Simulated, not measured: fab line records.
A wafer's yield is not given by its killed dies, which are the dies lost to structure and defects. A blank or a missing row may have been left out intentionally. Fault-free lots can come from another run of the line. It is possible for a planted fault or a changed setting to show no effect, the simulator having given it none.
Code-filled problem report in 8D (eight disciplines) form	flow sfq_line	the parts of the form that need people (team, actions taken, sign-off) are left out

1. WHAT WENT WRONG
At SFQ_TRILAYER_M5_BARC_OPEN_METAL_ETCH_161, run_length_s averages 81.8 s over 4 wafers from 3 lots, while fault-free wafers read 69.7 s, standard deviation 0.6. That puts it +20 standard deviations away from the usual mean.
The step: etches BARC in O2, target depth 125 nm, time 41.7 s.
First observed at day 63 04:49: wafer L755.4, on rie_metal-01. Wafers with a number at this step in the record: 18, from 7 lots. Rule for "out" (also "out of limits"): further than 4 standard deviations from the usual mean. The other wafers with a number count as sound.

2. WHAT IT IS, WHAT IT ISN'T
question	is	is not
which readings at this step	run_length_s, oes_product_au	drypump_motor_current_A
which lots	L755, L757, L758	L745, L747, L762, L766
which wafers of those lots	L755.4, L757.4, L757.6, L758.6	L755.2, L758.2
read on which tools	rie_metal-01	rie_metal-02, rie_metal-04
when	from day 63 04:49	up to then (7 sound wafers); but 7 sound wafers of L758, L762, L766 came after

3. THE SUSPECTS, EACH WITH WHAT RULES IT OUT
Counting: any tool at a process step up to the reading remains a suspect provided it ran every lot that is out. Sound lots after the first of them don't rule it out here, since some wafers of a struck lot are sound.
- rie_metal-02 at SFQ_TRILAYER_JJ_CE_STRIP_STRIP_120 (strips in O2): kept. Ran every lot that is out, first one L755 (day 58 15:18); last sound lot up to then L745 (day 53 07:01).
- rie_metal-01 at SFQ_TRILAYER_M5_BARC_OPEN_METAL_ETCH_161 (etches BARC in O2, target depth 125 nm, time 41.7 s): kept. Ran every lot that is out, first one L755 (day 63 04:49); last sound lot up to then L747 (day 58 11:46). Its own oes_product_au, run_length_s readings are out on those wafers.
After counting, rie_metal-02 at SFQ_TRILAYER_JJ_CE_STRIP_STRIP_120 and rie_metal-01 at SFQ_TRILAYER_M5_BARC_OPEN_METAL_ETCH_161 remain.

4. THE CAUSE (what the simulator had put in)
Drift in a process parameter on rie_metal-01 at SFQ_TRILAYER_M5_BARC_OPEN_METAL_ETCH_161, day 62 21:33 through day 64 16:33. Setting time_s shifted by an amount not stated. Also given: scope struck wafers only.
Counting leaves 2 suspects; this tool is one of them.

5. SEQUENCE OF EFFECTS, ordered by route
Rows list readings where the struck wafers' mean (over those with a number) sits beyond 3 standard deviations from the usual. Only readings for which the record gives a usual standard deviation are gone through. hours: the time from each lot's start at the first step in this table that gives one to its start at this step, as a median over the lots. sigmas: the change in usual standard deviations.
hours	step	reading	usual	on struck wafers	change	sigmas
0	SFQ_TRILAYER_M5_BARC_OPEN_METAL_ETCH_161	oes_product_au	0.685 a.u.	0.613	-0.072	-15
0	SFQ_TRILAYER_M5_BARC_OPEN_METAL_ETCH_161	run_length_s	69.7 s	81.8	+12.0	+20
Its process steps:
- SFQ_TRILAYER_M5_BARC_OPEN_METAL_ETCH_161: etches BARC in O2, target depth 125 nm, time 41.7 s.

6. WHAT WOULD HAVE CAUGHT IT SOONER
The fault began at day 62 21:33; the first out-of-limits reading in this record came at day 63 04:49, 7 hours later.
